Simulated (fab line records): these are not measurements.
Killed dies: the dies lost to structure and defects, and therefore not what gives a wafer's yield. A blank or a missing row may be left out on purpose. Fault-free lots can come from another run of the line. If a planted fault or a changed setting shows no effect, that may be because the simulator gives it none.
Comparing a struck lot with a sound one || flow sfq line || 14 out of 325 route steps
Sound: these wafers, L874.3, L874.5, L874.6. Struck: wafer L879.6 (L879.1, L879.2, from the same lot, were not struck and are left out); the cause is given at the end.
For every step that has rows: the tool of each side, followed by ch and its chambers, followed by its first start. Under that, the readings that differ: sound wafers || struck wafers || difference of the means || sigmas: that difference in standard deviations of wafers without a fault.
alike: same words and numbers on both sides, and readings whose means sit less than 2 such deviations apart. not compared: any withheld reading, any reading some wafer has no value for, any bound like >300 that may hide the same value, and any number with overlapping values for which the record gives no deviation.
Wherever a step has rows on one side only, a row that says differs or no value, or a row with sigmas, the two part there. Non-overlapping numbers with no deviation appear without sigmas and do not part them. Lack of a reading on every wafer of one side parts them only where that side has two or more wafers.

SFQ_TRILAYER_R5_DEP_SPUTTER_132: material Ti, target thk 5 nm, time 5 s.
  sound on pvd sputter-04 at day 56 11:23; struck on pvd sputter-04 at day 63 07:08
  alike: cathode dc power W, throttle valve pct
SFQ_TRILAYER_R5_DEP_SPUTTER_133: material MoNx, target thk 40 nm, time 66.7 s.
  sound on pvd sputter-04 at day 56 11:24; struck on pvd sputter-04 at day 63 07:10
  alike: cathode dc power W, throttle valve pct
SFQ_TRILAYER_R5_DEP_SPUTTER_134: material Ti, target thk 5 nm, time 5 s.
  sound on pvd sputter-04 at day 56 11:28; struck on pvd sputter-04 at day 63 07:13
  alike: cathode dc power W, throttle valve pct
SFQ_R5_RS_MEAS_933: measures by four-point-probe.
  sound on film metro-01 at day 56 11:31; struck on film metro-03 at day 63 07:14
  alike: R5_MONX_RS
SFQ_R5_THK_MEAS_934: measures by xrf.
  sound on film metro-01 at day 56 11:37; struck on film metro-03 at day 63 07:22
  alike: R5_MONX_THK
then, 6 steps without rows for these wafers: SFQ_TRILAYER_R5_LITHO_COAT_141 (resist thk 62 nm); SFQ_TRILAYER_R5_LITHO_COAT_136 (resist thk 600 nm); SFQ_TRILAYER_R5_LITHO_SOFTBAKE_140; SFQ_TRILAYER_R5_LITHO_EXPOSE_137 (exposes mask R5, target cd 500 nm); SFQ_TRILAYER_R5_LITHO_PEB_139 (peb time 60 s); SFQ_TRILAYER_R5_LITHO_DEVELOP_138 (time 60 s).
-- the record jumps here: 5 days lie between the struck wafers' starts before and after --
SFQ_R5_OVL_MEAS_935:
  sound on overlay-02 at day 60 01:22; struck on overlay-01 at day 67 20:31
  alike: R5_OVL
SFQ_TRILAYER_R5_BARC_OPEN_METAL_ETCH_177: etches BARC in O2, target depth 125 nm, time 41.7 s.
  sound on rie metal-04 ch 0,1, day 60 01:25; struck on rie metal-04 ch 0, day 67 20:32
{"reading": "oes product au (a.u.)", "sound": "0.685 0.679 0.686", "struck": 0.665, "difference": -0.018, "sigmas": -4}
{"reading": "run length s (s)", "sound": "70.3 70.3 69.5", "struck": 72.2, "difference": "+2.2", "sigmas": "+3"}
{"reading": "model.KrF_of_TRILAYER_R5_LITHO_COAT_136.thk nm (nm)", "sound": "520.8 521 522.6", "struck": 517.6, "difference": -3.9, "sigmas": ""}
  alike: drypump motor current A
  not compared: rf hours counter h
SFQ_TRILAYER_R5_ETCH_METAL_ETCH_139: etches the open film in Cl2, stops on SiO2, target depth 60 nm, time 40 s.
  sound on rie metal-04 ch 0,1, day 60 01:29; struck on rie metal-04 ch 0, day 67 20:36
  alike: drypump motor current A, oes product au, run length s
  not compared: rf hours counter h

WHERE THEY PART
Only at SFQ_TRILAYER_R5_BARC_OPEN_METAL_ETCH_177, as far as this record shows. Later steps at which nothing parts them and some readings are alike: SFQ_TRILAYER_R5_ETCH_METAL_ETCH_139.

WHY: the cause the simulator had injected
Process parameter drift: rie metal-04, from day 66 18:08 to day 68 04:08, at SFQ_TRILAYER_R5_BARC_OPEN_METAL_ETCH_177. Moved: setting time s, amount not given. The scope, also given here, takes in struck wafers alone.
